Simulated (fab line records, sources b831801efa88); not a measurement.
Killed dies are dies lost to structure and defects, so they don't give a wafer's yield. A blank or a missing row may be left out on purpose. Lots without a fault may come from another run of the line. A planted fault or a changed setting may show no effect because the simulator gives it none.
Chamber matching | flow gf180mcu | GF_STI_ETCH_14 on rie_si-01: 4 sister chambers
The step etches Si in HBr/Cl2/O2, target depth 360 nm, time 102.9 s. 18 wafers are shown with their chamber, then 9 later ones without.

WAFERS WITH THEIR CHAMBER
wafer  | chamber | drypump_motor_current_A (A) | run_length_s (s) | oes_product_au (a.u.)
L942.3 | 1       | 5.7                         | 131.5            | 1.012
L942.5 | 1       | 5.7                         | 131.1            | 1.006
L942.6 | 2       | 5.9                         | 130.7            | 1.000
L948.1 | 3       | 5.1                         | 132.1            | 0.986
L948.2 | 0       | 5.8                         | 131.2            | 1.026
L948.4 | 2       | 5.9                         | 130.9            | 0.979
L949.2 | 3       | 5.1                         | 132.1            | 0.974
L949.3 | 2       | 5.9                         | 130.5            | 0.986
L949.6 | 1       | 5.7                         | 131.8            | 1.009
L950.1 | 3       | 5.1                         | 131.7            | 0.976
L950.2 | 1       | 5.7                         | 131.6            | 1.019
L950.4 | 2       | 5.9                         | 130.5            | 1.003
L951.1 | 3       | 5.2                         | 131.9            | 0.986
L951.4 | 2       | 5.9                         | 130.7            | 0.992
L951.5 | 0       | 5.8                         | 131.3            | 1.009
L952.2 | 0       | 5.8                         | 131.2            | 1.014
L952.3 | 1       | 5.7                         | 131.3            | 1.022
L952.4 | 2       | 5.9                         | 130.6            | 1.009

SIGNATURES (means of the wafers above)
reading                 | chamber 0 | chamber 1 | chamber 2 | chamber 3 | scatter within a chamber
drypump_motor_current_A | 5.800     | 5.700     | 5.900     | 5.125     | 0.0231
run_length_s            | 131.233   | 131.460   | 130.650   | 131.950   | 0.193
oes_product_au          | 1.01633   | 1.01360   | 0.99483   | 0.98050   | 0.00881
Rule: a wafer's distance from a chamber is the root of the sum, over the readings, of the square of ((its reading less the chamber's mean) divided by the reading's scatter). The wafer belongs to the nearest chamber; if the next one is less than 2 further off, it can't be placed. The scatter: the root of (the sum of the squares of (reading less its chamber's mean) over the shown wafers, divided by (wafers less chambers)).

WAFERS WITHOUT THEIR CHAMBER
wafer  | drypump_motor_current_A (A) | run_length_s (s) | oes_product_au (a.u.)
L953.3 | 5.7                         | 131.2            | 1.020
L953.4 | 5.7                         | 131.2            | 1.024
L953.5 | 5.9                         | 131.1            | 0.998
L958.1 | 5.1                         | 132.1            | 1.011
L958.2 | 5.7                         | 132.0            | 1.025
L958.4 | 5.8                         | 131.4            | 1.021
L959.1 | 5.1                         | 131.7            | 1.014
L959.2 | 5.7                         | 131.2            | 1.012
L959.3 | 5.9                         | 131.0            | 0.990

WHICH CHAMBER EACH WENT THROUGH
wafer  | from the rows above | in truth
L953.3 | 1                   | 1
L953.4 | 1                   | 1
L953.5 | 2                   | 2
L958.1 | 3                   | 3
L958.2 | 1                   | 1
L958.4 | 0                   | 0
L959.1 | 3                   | 3
L959.2 | 1                   | 1
L959.3 | 2                   | 2
Placed correctly: 9 of 9. Can't be placed from these rows: 0. Placed wrongly: 0.
